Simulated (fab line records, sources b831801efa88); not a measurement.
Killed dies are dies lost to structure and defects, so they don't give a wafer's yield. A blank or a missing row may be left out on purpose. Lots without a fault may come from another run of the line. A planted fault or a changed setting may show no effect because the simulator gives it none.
fab line records | flow sky130
record lots=6 wafers=18 last_day=50
route steps=708 shown VT_ADJUST_LVTN@100 PAD_OPEN@708
lots that met no fault: from a run of the same line without faults
start_h: hours from the record's first day to the start of the lot's first wafer shown | wait_h: hours since the lot's step before | " the same as in the row above | L1.1+2: a row that stands for several wafers | - no value, or no start given | * or withheld: withheld | < > ~ a bound
route shown NAME@n: a module of which the file shows steps, and the number in the route of the first | usual: mean/standard deviation of fault-free wafers | same: alike in all rows | chamber/n: place in a boat | sites: the reading at each site | _std_site: their standard deviation | _edge_site: outer sites' mean less inner sites' | radius_mm: how far each site lies from the wafer's centre | mask NAME#n: copy n | behind: the tool/chamber that last shaped the wafer | hold: why the lot was held/for how many hours/how that ended | device: the transistor (n, p or np) that didn't switch | end of line: the same wafers' tests at the end of the route | a step without rows: its recipe alone | killed: dies lost to structure and defects at the first sort, not the wafer's yield | map: a wafer's dies, x killed, . not, _ none there
set.NAME: the setting as run; set.NAME@STEP: as run at that earlier step | model.NAME: the simulator's own value behind a step, which no gauge read
lots at some steps of the route; a table a step, a row a wafer
services: from which hour (start_h, from the record's first day; less than 0 if before it) a tool's chamber was out of use, for how many hours, and why
## steps
# step SKY_VT_ADJUST_LVTN_SOFTBAKE_03
# recipe temp_c=110 time_s=withheld
# step SKY_VT_ADJUST_LVTN_EXPOSE_04
# recipe mask_id=NWM_COMPLEMENT_LESS_NATIVE na=0.6 source_shape=conventional sigma_outer=0.6 polarization=unpolarized target_cd_nm=840 dose_mj=194
# step SKY_VT_ADJUST_LVTN_PEB_05
# recipe temp_c=115 time_s=withheld
# step SKY_VT_ADJUST_LVTN_DEVELOP_06
# recipe wall_angle_deg=90 developer=TMAH develop_time_s=60 dev_temp_c=23
# step SKY_VT_ADJUST_LVTN_OVL_MEAS_07
# usual VT_ADJUST_LVTN_OVL=1.3/1.5
# columns lot.wafer tool chamber start_h wait_h VT_ADJUST_LVTN_OVL[nm]
L444.3 overlay-01 - 190.93 - 1.8
L444.4 " - " " 4.1
L444.6 " - " " 1.0
L445.1 overlay-01 - 200.82 - 3.3
L445.2 " - " " 2.6
L445.3 " - " " 2.9
L450.1 overlay-01 - 235.67 - 2.2
L450.2 " - " " 2.3
L450.4 " - " " 0.4
L452.1 overlay-01 - 239.24 - 1.5
L452.4 " - " " 1.8
L452.5 " - " " 2.9
L456.1 overlay-01 - 268.32 - -2.1
L456.2 " - " " 2.1
L456.5 " - " " 0.8
L459.2 overlay-01 - 282.97 - 2.6
L459.5 " - " " 1.8
L459.6 " - " " 1.8
# step SKY_VT_ADJUST_LVTN_IMPLANT_08
# recipe species=B energy_kev=30 dose_cm2=1.57e+12 tilt_deg=withheld
# step SKY_VT_ADJUST_LVTN_STRIP_09
# recipe chemistry=O2/N2 power_w=1400 pressure_mtorr=1500 platen_temp_c=withheld o2_flow_sccm=3000 n2_flow_sccm=300 overash_fraction=0.5
# usual chamber_pressure_mTorr=1500.1/1.3 drypump_motor_current_A=5.6/0.46 oes_product_au=0.722/0.0042 strip_time_to_endpoint_s=36.94/0.092
# columns lot.wafer tool chamber start_h wait_h chamber_pressure_mTorr drypump_motor_current_A oes_product_au rf_hours_counter_h strip_time_to_endpoint_s
L444.3 plasma_asher-04 0 191.14 0.1 1500.1 5.6 0.720 - 36.78
L444.4 " 1 " " 1500.1 5.3 0.730 - 36.75
L444.6 " 0 " " 1499.6 5.5 0.720 - 36.86
L445.1 plasma_asher-02 1 201.00 0.1 1500.0 5.8 0.718 38 36.93
L445.2 " 0 " " 1499.7 6.1 0.731 38 36.89
L445.3 " 0 " " 1500.0 6.1 0.716 - 36.91
L450.1 plasma_asher-04 0 235.85 0.1 1501.6 5.5 0.715 11 36.94
L450.2 " 1 " " 1498.2 5.3 0.721 11 36.90
L450.4 " 1 " " 1499.9 5.3 0.728 - 36.93
L452.1 plasma_asher-02 0 239.43 0.1 1498.5 6.1 0.721 42 36.97
L452.4 " 1 " " 1496.9 5.8 0.721 - 36.93
L452.5 " 0 " " 1498.2 6.1 0.724 - 36.99
L456.1 plasma_asher-02 0 268.50 0.1 1500.5 6.1 0.733 45 36.94
L456.2 " 1 " " 1503.0 5.8 0.716 45 37.01
L456.5 " 0 " " 1501.7 6.1 0.724 - 36.90
L459.2 plasma_asher-01 1 283.15 0.1 1500.5 4.7 0.721 61 37.12
L459.5 " 0 " " 1501.8 5.8 0.716 - 37.09
L459.6 " 1 " " 1500.7 4.8 0.723 - 37.08
# step SKY_VT_ADJUST_LVTN_TW_MEAS_10
# usual VT_ADJUST_LVTN_TW=242.6/1.2
# columns lot.wafer tool chamber start_h wait_h VT_ADJUST_LVTN_TW
L444.3 film_metro-03 - 191.22 0.1 243.2
L444.4 " - " " 242.4
L444.6 " - " " 242.9
L445.1 film_metro-03 - 201.10 0.1 242.6
L445.2 " - " " 241.1
L445.3 " - " " 242.6
L450.1 film_metro-04 - 235.95 0.1 243.2
L450.2 " - " " 241.4
L450.4 " - " " 241.7
L452.1 film_metro-02 - 239.53 0.1 244.7
L452.4 " - " " 245.0
L452.5 " - " " 244.1
L456.1 film_metro-03 - 268.60 0.1 240.7
L456.2 " - " " 242.5
L456.5 " - " " 241.8
L459.2 film_metro-02 - 283.26 0.1 244.3
L459.5 " - " " 242.7
L459.6 " - " " 243.6
# step SKY_VT_ADJUST_LVTN_DEHYDRATE_11
# recipe temp_c=200 time_s=60
# step SKY_VT_ADJUST_LVTN_HMDS_12
# recipe prime_time_s=60 prime_temp_c=120
# step SKY_VT_ADJUST_LVTN_COAT_13
# recipe resist=NOVOLAK spin_rpm=3000 resist_thk_nm=1140
# step SKY_VT_ADJUST_LVTN_SOFTBAKE_14
# recipe temp_c=90 time_s=60 resist=NOVOLAK
# step SKY_VT_ADJUST_LVTN_EXPOSE_15
# recipe mask_id=HVN_STD_DERIVED na=0.6 source_shape=conventional sigma_outer=0.6 polarization=unpolarized target_cd_nm=600 dose_mj=163
# usual reticle_temp_C=22.99/0.11
# same sigma_outer=0.6
# columns lot.wafer tool chamber start_h wait_h mask reticle_temp_C model.VT_ADJUST_LVTN.overlay_x_nm
L444.3 iline_stepper-01 0 201.95 - HVN_STD_DERIVED#0 22.97 -0.902
L444.4 " 0 " " HVN_STD_DERIVED#0 22.95 -0.902
L444.6 " 0 " " HVN_STD_DERIVED#0 23.05 -0.902
L445.1 iline_stepper-02 0 211.78 - HVN_STD_DERIVED#0 23.04 -0.4683
L445.2 " 0 " " HVN_STD_DERIVED#0 23.01 -0.4683
L445.3 " 0 " " HVN_STD_DERIVED#0 23.08 -0.4683
L450.1 iline_stepper-01 0 247.05 - HVN_STD_DERIVED#0 22.92 -0.3607
L450.2 " 0 " " HVN_STD_DERIVED#0 22.80 -0.3607
L450.4 " 0 " " HVN_STD_DERIVED#0 22.95 -0.3607
L452.1 iline_stepper-01 0 251.22 - HVN_STD_DERIVED#0 22.95 180.9
L452.4 " 0 " " HVN_STD_DERIVED#0 23.08 180.9
L452.5 " 0 " " HVN_STD_DERIVED#0 22.98 180.9
L456.1 iline_stepper-01 0 280.99 - HVN_STD_DERIVED#0 23.12 180.9
L456.2 " 0 " " HVN_STD_DERIVED#0 23.07 180.9
L456.5 " 0 " " HVN_STD_DERIVED#0 22.97 180.9
L459.2 iline_stepper-02 0 295.21 - HVN_STD_DERIVED#0 23.00 0.05268
L459.5 " 0 " " HVN_STD_DERIVED#0 22.97 0.05268
L459.6 " 0 " " HVN_STD_DERIVED#0 23.00 0.05268
# step SKY_VT_ADJUST_LVTN_PEB_16
# recipe temp_c=withheld time_s=* resist=NOVOLAK
# step SKY_VT_ADJUST_LVTN_DEVELOP_17
# recipe resist=NOVOLAK developer=TMAH develop_time_s=60 dev_temp_c=23
# step SKY_VT_ADJUST_LVTN_OVL_MEAS_18
# usual VT_ADJUST_LVTN_01_OVL=-0.3/1.3
# columns lot.wafer tool chamber start_h wait_h VT_ADJUST_LVTN_01_OVL[nm]
L444.3 overlay-01 - 212.61 0.1 -1.0
L444.4 " - " " -0.2
L444.6 " - " " -2.7
L445.1 overlay-02 - 222.75 0.1 -1.1
L445.2 " - " " 0.5
L445.3 " - " " -1.3
L450.1 overlay-01 - 259.42 0.1 0.3
L450.2 " - " " -2.3
L450.4 " - " " -2.9
L452.1 overlay-02 - 263.22 0.1 180.8
L452.4 " - " " 181.1
L452.5 " - " " 181.5
L456.1 overlay-02 - 292.37 0.1 178.8
L456.2 " - " " 180.4
L456.5 " - " " 180.7
L459.2 overlay-02 - 308.12 0.1 -0.7
L459.5 " - " " 0.2
L459.6 " - " " -0.1
# step SKY_VT_ADJUST_LVTN_IMPLANT_19
# recipe species=B energy_kev=30 dose_cm2=6.5e+11 tilt_deg=withheld
# step SKY_PAD_OPEN_PROBE_99
# usual killed_at_M0_to_M3=43/7.2 killed_at_M4_up=3.1/1.8 killed_at_contacts=24/5.4 killed_at_front_end=15/4.4 killed_at_other=0.4/0.56 killed_dies=86/9.3 killed_open=47/6.9 killed_short=39/6.6
# same gross_dies=492 killed_at_back_side=0
# columns lot.wafer tool chamber start_h wait_h killed_at_M0_to_M3 killed_at_M4_up killed_at_contacts killed_at_front_end killed_at_other killed_dies killed_open killed_short
L444.3 prober-02 - 1121.17 0.2 30 1 26 9 0 66 31 35
L444.4 prober-02 - 1121.22 0.2 50 0 23 11 0 84 53 31
L444.6 prober-02 - 1121.32 0.2 51 2 32 14 1 100 46 54
L445.1 prober-01 - 1132.66 0.1 48 2 23 14 1 88 46 42
L445.2 prober-01 - 1132.71 0.1 40 3 31 10 1 85 46 38
L445.3 prober-01 - 1132.76 0.2 53 3 18 18 0 92 55 36
L450.1 prober-02 - 1158.55 0.1 33 4 26 12 2 77 45 31
L450.2 prober-02 - 1158.60 0.1 39 1 34 24 0 98 59 39
L450.4 prober-02 - 1158.70 0.2 42 1 33 19 0 95 55 40
L452.1 prober-02 - 1163.45 0.1 36 6 13 10 0 65 30 35
L452.4 prober-02 - 1163.60 0.2 38 4 26 19 0 87 41 46
L452.5 prober-02 - 1163.65 0.2 35 1 16 12 1 65 37 27
L456.1 prober-02 - 1184.29 0.1 42 2 25 15 1 85 50 35
L456.2 prober-02 - 1184.34 0.1 39 2 24 15 0 80 43 37
L456.5 prober-02 - 1184.49 0.2 48 5 29 13 0 95 53 42
L459.2 prober-01 - 1196.75 0.1 35 5 14 18 2 74 44 28
L459.5 prober-01 - 1196.90 0.2 44 6 16 12 1 79 37 40
L459.6 prober-01 - 1196.95 0.2 36 2 29 10 1 78 43 34
# killed by level:class
L444.3 LI_CONTACT:geometric_particle:open=9 VIA1:geometric_particle:open=7 CONTACT:geometric_particle:open=6 LI_CONTACT:geometric_particle:short=5 VIA1:geometric_particle:short=5 LOCAL_INTERCONNECT:geometric_particle:short=5 METAL2:geometric_particle:short=4 FIELD_ISO:geometric_particle:short=3
L444.4 VIA1:geometric_particle:open=13 CONTACT:geometric_particle:open=9 LI_CONTACT:geometric_particle:open=7 VIA2:geometric_particle:open=7 VIA3:geometric_particle:open=6 VIA1:geometric_particle:short=5 POLY_GATE:geometric_particle:short=4 CONTACT:geometric_particle:short=4
L444.6 VIA1:geometric_particle:open=16 LOCAL_INTERCONNECT:geometric_particle:short=10 CONTACT:geometric_particle:open=9 METAL2:geometric_particle:short=7 CONTACT:geometric_particle:short=6 FIELD_ISO:geometric_particle:short=6 VIA2:geometric_particle:open=6 VIA1:geometric_particle:short=5
L445.1 VIA1:geometric_particle:open=10 CONTACT:geometric_particle:open=8 VIA1:geometric_particle:short=8 METAL1:geometric_particle:short=7 LI_CONTACT:geometric_particle:open=6 VIA3:geometric_particle:open=6 FIELD_ISO:geometric_particle:open=4 FIELD_ISO:geometric_particle:short=4
L445.2 CONTACT:geometric_particle:open=10 LI_CONTACT:geometric_particle:open=8 METAL1:geometric_particle:short=7 VIA1:geometric_particle:open=6 LOCAL_INTERCONNECT:geometric_particle:short=6 VIA1:geometric_particle:short=6 FIELD_ISO:geometric_particle:open=5 VIA2:geometric_particle:open=5
L445.3 VIA2:geometric_particle:open=14 VIA1:geometric_particle:open=10 METAL2:geometric_particle:short=9 VIA3:geometric_particle:open=7 LI_CONTACT:geometric_particle:open=6 POLY_GATE:geometric_particle:short=5 CONTACT:geometric_particle:open=5 FIELD_ISO:geometric_particle:open=3
L450.1 VIA2:geometric_particle:open=11 CONTACT:geometric_particle:open=8 VIA1:geometric_particle:open=7 CONTACT:geometric_particle:short=6 LI_CONTACT:geometric_particle:open=5 FIELD_ISO:geometric_particle:short=4 POLY_GATE:geometric_particle:open=4 VIA3:geometric_particle:open=4
L450.2 VIA1:geometric_particle:open=11 CONTACT:geometric_particle:open=10 LI_CONTACT:geometric_particle:open=9 FIELD_ISO:geometric_particle:open=6 POLY_GATE:geometric_particle:open=6 CONTACT:geometric_particle:short=6 VIA2:geometric_particle:open=6 POLY_GATE:geometric_particle:short=5
L450.4 LI_CONTACT:geometric_particle:open=9 CONTACT:geometric_particle:open=9 VIA2:geometric_particle:open=9 VIA1:geometric_particle:open=8 VIA2:geometric_particle:short=7 FIELD_ISO:geometric_particle:open=6 CONTACT:geometric_particle:short=6 METAL1:geometric_particle:short=6
L452.1 VIA3:geometric_particle:open=6 METAL4:geometric_particle:short=6 VIA1:geometric_particle:open=5 LOCAL_INTERCONNECT:geometric_particle:short=4 VIA1:geometric_particle:short=4 VIA2:geometric_particle:open=4 METAL2:geometric_particle:short=4 METAL3:geometric_particle:short=4
L452.4 VIA1:geometric_particle:open=10 CONTACT:geometric_particle:open=8 LI_CONTACT:geometric_particle:open=7 METAL2:geometric_particle:short=7 CONTACT:geometric_particle:short=5 VIA3:geometric_particle:open=5 VIA1:geometric_particle:short=5 FIELD_ISO:geometric_particle:open=4
L452.5 VIA1:geometric_particle:open=9 FIELD_ISO:geometric_particle:open=6 LI_CONTACT:geometric_particle:open=6 VIA1:geometric_particle:short=5 METAL2:geometric_particle:short=4 METAL3:geometric_particle:short=4 POLY_GATE:geometric_particle:open=3 CONTACT:geometric_particle:short=3
L456.1 VIA1:geometric_particle:open=15 CONTACT:geometric_particle:open=9 LOCAL_INTERCONNECT:geometric_particle:short=7 VIA2:geometric_particle:open=5 METAL3:geometric_particle:short=5 LI_CONTACT:geometric_particle:open=4 VIA1:geometric_particle:short=4 METAL2:geometric_particle:short=4
L456.2 VIA1:geometric_particle:open=10 LI_CONTACT:geometric_particle:open=8 VIA1:geometric_particle:short=8 CONTACT:geometric_particle:open=7 CONTACT:geometric_particle:short=4 POLY_GATE:geometric_particle:short=4 LI_CONTACT:geometric_particle:short=4 METAL1:geometric_particle:short=4
L456.5 VIA3:geometric_particle:open=10 VIA1:geometric_particle:open=10 CONTACT:geometric_particle:short=9 CONTACT:geometric_particle:open=9 VIA1:geometric_particle:short=5 VIA2:geometric_particle:open=5 LOCAL_INTERCONNECT:geometric_particle:short=4 METAL1:geometric_particle:short=4
L459.2 VIA1:geometric_particle:open=9 LI_CONTACT:geometric_particle:open=8 POLY_GATE:geometric_particle:open=6 VIA2:geometric_particle:open=5 VIA1:geometric_particle:short=4 VIA3:geometric_particle:open=4 FIELD_ISO:geometric_particle:short=3 METAL1:geometric_particle:short=3
L459.5 VIA3:geometric_particle:open=7 VIA2:geometric_particle:open=7 VIA1:geometric_particle:open=6 LI_CONTACT:geometric_particle:open=5 VIA2:geometric_particle:short=5 FIELD_ISO:geometric_particle:open=4 LOCAL_INTERCONNECT:geometric_particle:short=4 METAL1:geometric_particle:short=4
L459.6 CONTACT:geometric_particle:open=10 VIA3:geometric_particle:open=10 VIA1:geometric_particle:open=9 LI_CONTACT:geometric_particle:open=7 CONTACT:geometric_particle:short=6 POLY_GATE:geometric_particle:open=4 FIELD_ISO:geometric_particle:short=3 LI_CONTACT:geometric_particle:short=3
## services
# columns tool chamber start_h hours kind
iline_stepper-02 - 173.77 - calibration
plasma_asher-04 - 183.31 1.2 repair
iline_stepper-02 - 199.16 4.4 pm
iline_stepper-01 - 205.76 1.7 pm
iline_stepper-01 0 226.27 - calibration
plasma_asher-04 - 231.86 0.7 repair
iline_stepper-02 - 240.56 6.2 repair
iline_stepper-01 - 268.14 1.0 repair
iline_stepper-02 - 284.16 1.7 pm
## key
first_sign step=SKY_VT_ADJUST_LVTN_OVL_MEAS_18 reading=VT_ADJUST_LVTN_01_OVL direction=up sigmas=99+ usual=-0.3 struck=180.5
effect none on later readings
model_effect step=SKY_VT_ADJUST_LVTN_EXPOSE_15 value=VT_ADJUST_LVTN.overlay_x_nm without=0.0036 struck=180.9
met_at SKY_VT_ADJUST_LVTN_EXPOSE_15
struck_wafers L452.1,L452.4,L452.5,L456.1,L456.2,L456.5
tester_left_out L452,L456
onset_between 247.05 251.22
also_fits SKY_VT_ADJUST_LVTN_STRIP_09:plasma_asher-02
fault kind=scanner_matching_overlay tool=iline_stepper-01 chamber=- onset_h=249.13 steps=SKY_VT_ADJUST_LVTN_EXPOSE_15 offset=180.89
# tester_left_out: of these lots the tester's yield and bins aren't shown, on N5 and GAA mostly nor the transistor test; their killed dies are dies lost to structure and defects alone, not to doping, threshold or leakage, so they don't give the yield
